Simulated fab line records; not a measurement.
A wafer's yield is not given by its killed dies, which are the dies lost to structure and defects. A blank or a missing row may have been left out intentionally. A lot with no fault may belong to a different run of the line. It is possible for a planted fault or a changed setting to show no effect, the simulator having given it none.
Problem report, 8D (eight disciplines) form, completed by code | flow sky130 | the parts of the form that need people (team, actions taken, sign-off) are left out

## 1. THE PROBLEM
At SKY_PAD_OPEN_PROBE_99, sort_bin_3_pad_short averages 4.1 % over 6 wafers from 2 lots, while fault-free wafers read 0.8 %, standard deviation 0.39. That is +8.4 standard deviations from the usual mean.
First seen on wafer L193.1, day 48 17:53, on prober-02. At this step, 24 wafers from 8 lots have a number in the record. Rule for "out" (also "out of limits"): further than 4 standard deviations from the usual mean. All remaining wafers that have a number are taken as sound.

## 2. WHAT THIS IS AND IS NOT
question                    | is                     | is not
which readings at this step | sort_bin_3_pad_short   | killed_at_M4_up, killed at front end, killed at other, killed open
which lots                  | L193, L195             | L188, L189, L190, L191, L192, L194
which wafers of those lots  | all that have a number | -
read on which tools         | prober-01, prober-02   | -
when                        | from day 48 17:53      | up to then (18 sound wafers)

## 3. THE SUSPECTS, EACH WITH WHAT RULES IT OUT
Counting: any tool at a process step up to the reading is kept as a suspect provided that every lot that is out went through it and no sound lot did after the first of them.
- pvd sputter-01 at SKY_METAL2_SPUTTER_03 (material Ti, target thk 5 nm, time 3.3 s): kept. It ran every lot that is out, first L193 (day 37 19:57), and no sound lot after that; its last sound lot up to then is L192 (day 37 14:29).
- cvd w-02 at SKY_VIA4_CVD_18 (deposits W, target thk 505 nm, time 152.14 s): kept. It ran every lot that is out, first L193 (day 46 01:34), and no sound lot after that; its last sound lot up to then is L192 (day 45 22:12).
Remaining after the count are pvd sputter-01 at SKY_METAL2_SPUTTER_03 and cvd w-02 at SKY_VIA4_CVD_18.

## 4. THE CAUSE (what the simulator had put in)
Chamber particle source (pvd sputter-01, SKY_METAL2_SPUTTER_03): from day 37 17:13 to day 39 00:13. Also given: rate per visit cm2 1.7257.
Counting leaves 2 suspects; this tool is one of them.

## 5. THE CHAIN OF EFFECTS, in route order
One row per reading whose mean, taken over the struck wafers that have a number, lies over 3 standard deviations from the usual. Scope: only readings with a usual standard deviation given in the record; hours: median across lots of the time from each lot's start at the first step in this table that gives one to its start at this step; sigmas: change in usual standard deviations.
hours | step                  | reading              | usual  | on struck wafers | change | sigmas
0     | SKY_PAD_OPEN_PROBE_99 | defect limited yield | 82.6 % | 73.4             | -9.2   | -4.9
0     | SKY_PAD_OPEN_PROBE_99 | killed_at_M0_to_M3   | 43     | 93               | +50    | +7.3
0     | SKY_PAD_OPEN_PROBE_99 | killed dies          | 86     | 131              | +45    | +4.9
0     | SKY_PAD_OPEN_PROBE_99 | sort_bin_3_pad_short | 0.8 %  | 4.1              | +3.3   | +8.4
0     | SKY_PAD_OPEN_PROBE_99 | sort_bin_5_function  | 10.2 % | 16.1             | +5.9   | +4.5
0     | SKY_PAD_OPEN_PROBE_99 | sort n pass          | 406    | 361              | -45    | -4.9
0     | SKY_PAD_OPEN_PROBE_99 | sort yield pct       | 82.6 % | 73.4             | -9.2   | -4.9
Its process steps:
- SKY_PAD_OPEN_PROBE_99

## 6. HOW IT WOULD HAVE BEEN CAUGHT EARLIER
In this record no reading fell out of limits until day 48 17:53, 265 hours after the fault had begun at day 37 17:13.
No tool reading at SKY_METAL2_SPUTTER_03 that has a usual standard deviation in the record was out on any struck wafer, so an alarm limit of 4 standard deviations on those readings would not have fired.
By day 48 17:53, every lot that is out (2) had started SKY_METAL2_SPUTTER_03 on pvd sputter-01. Holding the tool at that point would not have protected any of them.
